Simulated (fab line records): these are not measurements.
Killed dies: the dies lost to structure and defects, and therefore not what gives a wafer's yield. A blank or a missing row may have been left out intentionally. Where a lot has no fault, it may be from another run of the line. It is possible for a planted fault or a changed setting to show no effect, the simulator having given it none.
fab line records + flow gf180mcu
record:
- lots: 15
- wafers: 45
- last_day: 34
route steps=602 shown NSD@243 SAB@272 SALICIDE@281
lots untouched by any fault: they come from a run of this same line in which no faults occurred
start_h: start of the lot's first displayed wafer, in hours after the record's first day + wait_h: hours elapsed since this lot's preceding step + " as in the row above + L1.1+2: a single row standing in for several wafers + - value missing, or start not given + * or withheld: withheld + < > ~ a bound
route shown NAME@n: a module of which the file shows steps, and the number in the route of the first + usual: mean/standard deviation taken from wafers without a fault + same: alike in all rows + chamber/n: place in a boat + sites: the reading at each site + _std_site: standard deviation of those values + _edge_site: inner sites' mean taken away from outer sites' mean + radius_mm: how far each site lies from the wafer's centre + mask NAME#n: copy n + behind: the most recent tool/chamber to have shaped the wafer + hold: why the lot went on hold/how many hours it stayed there/how the hold came to an end + device: which transistor (n, p or np) failed to switch + end of line: the route-end tests of the same wafers + step lacking rows: just its recipe + killed: dies lost to structure and defects at the first sort, not the wafer's yield + map: a wafer's dies, marking killed ones x, the rest . and places with no die _
set.NAME: the run value of the setting; set.NAME@STEP: its run value at that earlier step + model.NAME: the simulator's own value behind a step, which no gauge read
route steps across a sampled set of lots; one table per step, one row per wafer
services: the hour from which a tool's chamber was out of use, counted from the record's first day as start_h (under 0 if before that day), plus the number of hours and why
== steps ==
step: GF_NSD_OVL_MEAS_08
usual:
- NSD_OVL: -0.9/1.5
| lot.wafer | tool       | chamber | start_h | wait_h | NSD_OVL[nm] |
|-----------|------------|---------|---------|--------|-------------|
| L367.1    | overlay-02 | -       | 293.60  | 0.1    | -4.5        |
| L367.2    | "          | -       | "       | "      | -2.8        |
| L367.3    | "          | -       | "       | "      | -3.6        |
| L368.1    | overlay-02 | -       | 300.85  | 0.1    | -0.9        |
| L368.2    | "          | -       | "       | "      | -2.0        |
| L368.5    | "          | -       | "       | "      | -2.4        |
| L369.1    | overlay-01 | -       | 313.14  | 0.1    | 0.5         |
| L369.4    | "          | -       | "       | "      | 1.6         |
| L369.5    | "          | -       | "       | "      | -0.9        |
| L371.1    | overlay-01 | -       | 329.95  | 0.1    | 0.3         |
| L371.3    | "          | -       | "       | "      | -0.5        |
| L371.6    | "          | -       | "       | "      | -1.1        |
| L372.2    | overlay-02 | -       | 336.02  | 0.1    | 0.5         |
| L372.4    | "          | -       | "       | "      | -0.4        |
| L372.5    | "          | -       | "       | "      | 0.8         |
| L374.3    | overlay-01 | -       | 359.51  | 0.1    | -1.7        |
| L374.4    | "          | -       | "       | "      | 0.4         |
| L374.5    | "          | -       | "       | "      | 0.1         |
| L375.2    | overlay-02 | -       | 359.69  | 0.1    | -1.6        |
| L375.4    | "          | -       | "       | "      | -0.4        |
| L375.5    | "          | -       | "       | "      | -0.6        |
| L376.2    | overlay-02 | -       | 375.94  | 0.1    | -1.0        |
| L376.5    | "          | -       | "       | "      | -0.9        |
| L376.6    | "          | -       | "       | "      | -1.2        |
| L377.2    | overlay-02 | -       | 383.54  | 0.1    | -2.9        |
| L377.5    | "          | -       | "       | "      | -0.9        |
| L377.6    | "          | -       | "       | "      | -1.9        |
| L378.1    | overlay-02 | -       | 385.95  | 0.1    | -0.5        |
| L378.4    | "          | -       | "       | "      | -1.0        |
| L378.6    | "          | -       | "       | "      | -1.9        |
| L381.1    | overlay-01 | -       | 415.94  | 0.1    | -0.2        |
| L381.4    | "          | -       | "       | "      | 0.3         |
| L381.6    | "          | -       | "       | "      | 0.1         |
| L382.1    | overlay-02 | -       | 422.46  | 0.1    | 0.3         |
| L382.4    | "          | -       | "       | "      | 0.6         |
| L382.6    | "          | -       | "       | "      | 0.6         |
| L383.4    | overlay-02 | -       | 437.91  | 0.1    | -1.3        |
| L383.5    | "          | -       | "       | "      | -1.8        |
| L383.6    | "          | -       | "       | "      | -1.1        |
| L389.2    | overlay-02 | -       | 479.24  | 0.1    | -2.2        |
| L389.3    | "          | -       | "       | "      | -2.2        |
| L389.5    | "          | -       | "       | "      | -1.0        |
| L390.1    | overlay-01 | -       | 485.29  | 0.1    | -1.5        |
| L390.5    | "          | -       | "       | "      | -2.6        |
| L390.6    | "          | -       | "       | "      | -2.6        |
step: GF_SAB_DEVELOP_08
recipe:
- develop_time_s: 60
- dev_temp_c: 23
usual:
- chill_plate_temp_C: 23.00/0.1
- develop_time_s: 60/0
| lot.wafer | tool           | chamber | start_h | wait_h | chill_plate_temp_C | develop_time_s |
|-----------|----------------|---------|---------|--------|--------------------|----------------|
| L367.1    | litho_track-03 | 0       | 335.32  | 0.1    | 23.09              | 60             |
| L367.2    | "              | 0       | "       | "      | 22.93              | 60             |
| L367.3    | "              | 0       | "       | "      | 23.10              | 60             |
| L368.1    | litho_track-02 | 0       | 342.52  | 0.1    | 22.94              | 60             |
| L368.2    | "              | 0       | "       | "      | 22.99              | 60             |
| L368.5    | "              | 0       | "       | "      | 23.08              | 60             |
| L369.1    | litho_track-02 | 0       | 357.32  | 0.1    | 22.91              | 60             |
| L369.4    | "              | 0       | "       | "      | 22.94              | 60             |
| L369.5    | "              | 0       | "       | "      | 22.92              | 60             |
| L371.1    | litho_track-02 | 0       | 374.12  | 0.1    | 22.97              | 60             |
| L371.3    | "              | 0       | "       | "      | 23.02              | 60             |
| L371.6    | "              | 0       | "       | "      | 22.83              | 60             |
| L372.2    | litho_track-03 | 0       | 381.50  | 0.1    | 23.18              | 60             |
| L372.4    | "              | 0       | "       | "      | 23.07              | 60             |
| L372.5    | "              | 0       | "       | "      | 23.07              | 60             |
| L374.3    | litho_track-03 | 0       | 405.87  | 0.1    | 22.91              | 60             |
| L374.4    | "              | 0       | "       | "      | 22.88              | 60             |
| L374.5    | "              | 0       | "       | "      | 22.93              | 60             |
| L375.2    | litho_track-02 | 0       | 406.34  | 0.1    | 23.11              | 60             |
| L375.4    | "              | 0       | "       | "      | 22.92              | 60             |
| L375.5    | "              | 0       | "       | "      | 22.95              | 60             |
| L376.2    | litho_track-01 | 0       | 422.82  | 0.1    | 22.98              | 60             |
| L376.5    | "              | 0       | "       | "      | 23.03              | 60             |
| L376.6    | "              | 0       | "       | "      | 23.03              | 60             |
| L377.2    | litho_track-01 | 0       | 432.27  | 0.1    | 22.99              | 60             |
| L377.5    | "              | 0       | "       | "      | 22.97              | 60             |
| L377.6    | "              | 0       | "       | "      | 23.07              | 60             |
| L378.1    | litho_track-03 | 0       | 433.37  | 0.1    | 22.87              | 60             |
| L378.4    | "              | 0       | "       | "      | 23.13              | 60             |
| L378.6    | "              | 0       | "       | "      | 23.08              | 60             |
| L381.1    | litho_track-03 | -       | 464.42  | 0.1    | -                  | -              |
| L381.4    | "              | -       | "       | "      | -                  | -              |
| L381.6    | "              | -       | "       | "      | -                  | -              |
| L382.1    | litho_track-01 | -       | 470.99  | 0.1    | -                  | -              |
| L382.4    | "              | -       | "       | "      | -                  | -              |
| L382.6    | "              | -       | "       | "      | -                  | -              |
| L383.4    | litho_track-01 | -       | 487.32  | 0.1    | -                  | -              |
| L383.5    | "              | -       | "       | "      | -                  | -              |
| L383.6    | "              | -       | "       | "      | -                  | -              |
| L389.2    | litho_track-03 | 0       | 526.80  | 0.1    | 23.03              | 60             |
| L389.3    | "              | 0       | "       | "      | 22.99              | 60             |
| L389.5    | "              | 0       | "       | "      | 23.10              | 60             |
| L390.1    | litho_track-02 | 0       | 532.87  | 0.1    | 23.01              | 60             |
| L390.5    | "              | 0       | "       | "      | 23.03              | 60             |
| L390.6    | "              | 0       | "       | "      | 22.93              | 60             |
step: GF_SALICIDE_SPUTTER_03
recipe:
- material: TiN
- target_thk_nm: 20
- power_w: 6500
- time_s: 16.7
- chamber_pressure_pa: 0.4
usual:
- chamber_pressure_pa: 0.4001/0.00075
- throttle_valve_pct: 30.1/0.78
| lot.wafer | tool           | chamber | start_h | wait_h | chamber_pressure_pa | throttle_valve_pct |
|-----------|----------------|---------|---------|--------|---------------------|--------------------|
| L367.1    | pvd_sputter-03 | -       | 336.01  | 0.0    | 0.4005              | 31.2               |
| L367.2    | "              | -       | "       | "      | 0.3998              | 30.8               |
| L367.3    | "              | -       | "       | "      | 0.4000              | 29.5               |
| L368.1    | pvd_sputter-01 | -       | 343.26  | 0.0    | 0.3996              | 29.4               |
| L368.2    | "              | -       | "       | "      | 0.3985              | 30.5               |
| L368.5    | "              | -       | "       | "      | 0.3999              | 30.0               |
| L369.1    | pvd_sputter-01 | -       | 357.99  | 0.0    | 0.4014              | 30.1               |
| L369.4    | "              | -       | "       | "      | 0.4003              | 30.5               |
| L369.5    | "              | -       | "       | "      | 0.3998              | 29.2               |
| L371.1    | pvd_sputter-02 | -       | 374.79  | 0.0    | 0.3993              | 28.9               |
| L371.3    | "              | -       | "       | "      | 0.4017              | 30.6               |
| L371.6    | "              | -       | "       | "      | 0.4002              | 29.2               |
| L372.2    | pvd_sputter-03 | -       | 382.16  | 0.0    | 0.4008              | 30.7               |
| L372.4    | "              | -       | "       | "      | 0.4007              | 29.2               |
| L372.5    | "              | -       | "       | "      | 0.4000              | 29.6               |
| L374.3    | pvd_sputter-01 | -       | 406.51  | 0.0    | 0.4008              | 30.0               |
| L374.4    | "              | -       | "       | "      | 0.4004              | 30.3               |
| L374.5    | "              | -       | "       | "      | 0.3988              | 30.6               |
| L375.2    | pvd_sputter-02 | -       | 407.01  | 0.0    | 0.4006              | 29.3               |
| L375.4    | "              | -       | "       | "      | 0.3989              | 30.5               |
| L375.5    | "              | -       | "       | "      | 0.4008              | 30.2               |
| L376.2    | pvd_sputter-02 | -       | 423.50  | 0.0    | 0.3986              | 30.5               |
| L376.5    | "              | -       | "       | "      | 0.4002              | 30.3               |
| L376.6    | "              | -       | "       | "      | 0.3988              | 29.1               |
| L377.2    | pvd_sputter-01 | -       | 432.92  | 0.0    | 0.3991              | 30.6               |
| L377.5    | "              | -       | "       | "      | 0.4006              | 29.7               |
| L377.6    | "              | -       | "       | "      | 0.4004              | 30.3               |
| L378.1    | pvd_sputter-03 | -       | 434.05  | 0.0    | 0.4011              | 29.2               |
| L378.4    | "              | -       | "       | "      | 0.4003              | 30.7               |
| L378.6    | "              | -       | "       | "      | 0.4004              | 29.6               |
| L389.2    | pvd_sputter-01 | -       | 527.44  | 0.0    | 0.3994              | 29.7               |
| L389.3    | "              | -       | "       | "      | 0.4010              | 30.4               |
| L389.5    | "              | -       | "       | "      | 0.3994              | 29.5               |
| L390.1    | pvd_sputter-03 | -       | 533.55  | 0.0    | 0.3993              | 30.9               |
| L390.5    | "              | -       | "       | "      | 0.3998              | 31.8               |
| L390.6    | "              | -       | "       | "      | 0.4006              | 31.5               |
step: GF_SALICIDE_RS_MEAS_04
recipe:
- thk_meas_gauge: four-point-probe
- reads: TiN_of_SALICIDE_SPUTTER_03+Co_of_SALICIDE_SPUTTER_02
usual:
- SALICIDE_TIN_RS: 16.30/0.25
| lot.wafer | tool          | chamber | start_h | wait_h | SALICIDE_TIN_RS[ohm/sq] |
|-----------|---------------|---------|---------|--------|-------------------------|
| L367.1    | film_metro-02 | -       | 336.03  | 0.0    | 16.06                   |
| L367.2    | "             | -       | "       | "      | 16.31                   |
| L367.3    | "             | -       | "       | "      | 16.59                   |
| L368.1    | film_metro-01 | -       | 343.29  | 0.0    | 16.39                   |
| L368.2    | "             | -       | "       | "      | 16.11                   |
| L368.5    | "             | -       | "       | "      | 16.07                   |
| L369.1    | film_metro-02 | -       | 358.02  | 0.0    | 16.71                   |
| L369.4    | "             | -       | "       | "      | 16.16                   |
| L369.5    | "             | -       | "       | "      | 16.62                   |
| L371.1    | film_metro-03 | -       | 374.82  | 0.0    | 16.23                   |
| L371.3    | "             | -       | "       | "      | 16.31                   |
| L371.6    | "             | -       | "       | "      | 16.08                   |
| L372.2    | film_metro-01 | -       | 382.20  | 0.0    | 16.56                   |
| L372.4    | "             | -       | "       | "      | 16.41                   |
| L372.5    | "             | -       | "       | "      | 16.57                   |
| L374.3    | film_metro-02 | -       | 406.57  | 0.1    | 15.99                   |
| L374.4    | "             | -       | "       | "      | 16.05                   |
| L374.5    | "             | -       | "       | "      | 15.96                   |
| L375.2    | film_metro-03 | -       | 407.05  | 0.0    | 16.07                   |
| L375.4    | "             | -       | "       | "      | 16.15                   |
| L375.5    | "             | -       | "       | "      | 16.07                   |
| L376.2    | film_metro-01 | -       | 423.55  | 0.0    | 16.03                   |
| L376.5    | "             | -       | "       | "      | 16.22                   |
| L376.6    | "             | -       | "       | "      | 16.06                   |
| L377.2    | film_metro-02 | -       | 432.97  | 0.0    | 16.22                   |
| L377.5    | "             | -       | "       | "      | 16.44                   |
| L377.6    | "             | -       | "       | "      | 16.26                   |
| L378.1    | film_metro-02 | -       | 434.07  | 0.0    | 16.19                   |
| L378.4    | "             | -       | "       | "      | 16.18                   |
| L378.6    | "             | -       | "       | "      | 16.15                   |
| L389.2    | film_metro-02 | -       | 527.49  | 0.0    | 16.10                   |
| L389.3    | "             | -       | "       | "      | 16.14                   |
| L389.5    | "             | -       | "       | "      | 16.28                   |
| L390.1    | film_metro-02 | -       | 533.57  | 0.0    | 15.99                   |
| L390.5    | "             | -       | "       | "      | 16.24                   |
| L390.6    | "             | -       | "       | "      | 15.99                   |
== services ==
| tool           | chamber | start_h | hours | kind   |
|----------------|---------|---------|-------|--------|
| pvd_sputter-01 | -       | 313.26  | 2.0   | repair |
| pvd_sputter-01 | -       | 352.58  | 3.8   | repair |
| pvd_sputter-01 | -       | 381.12  | 1.4   | repair |
| pvd_sputter-01 | -       | 383.67  | 3.6   | repair |
| pvd_sputter-01 | -       | 426.53  | 5.4   | repair |
| pvd_sputter-02 | -       | 433.55  | 6.3   | repair |
| pvd_sputter-01 | -       | 470.14  | 4.0   | repair |
== key ==
first_sign:
- step: GF_SAB_DEVELOP_08
- reading: tool_record
- direction: missing
effect none on later readings
met_at GF_SAB_DEVELOP_08
struck_lots L381,L382,L383
later_rows_left_out L381.1,L381.4,L381.6,L382.1,L382.4,L382.6,L383.4,L383.5,L383.6
sort_left_out L381.1,L381.4,L381.6,L382.1,L382.4,L382.6,L383.4,L383.5,L383.6
tester_left_out L381,L382,L383
not_acting_at GF_NSD_OVL_MEAS_08,GF_SALICIDE_SPUTTER_03,GF_SALICIDE_RS_MEAS_04
onset_between 433.37 464.42
fault:
- kind: skipped_step_whole
- tool: litho_track-01,litho_track-03
- chamber: -
- onset_h: 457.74
- steps: GF_SAB_DEVELOP_08
- scope: struck_lots_only
tester_left_out: of these lots the tester's yield and bins aren't shown, on N5 and GAA mostly nor the transistor test; their killed dies are dies lost to structure and defects alone, not to doping, threshold or leakage, so they don't give the yield
sort_left_out: the simulated sort isn't trusted on such a fault, so these wafers' sort isn't shown, and their yield isn't known
later_rows_left_out: the simulator's readings of these wafers behind a module that went badly wrong aren't trusted and aren't shown, but for the sort
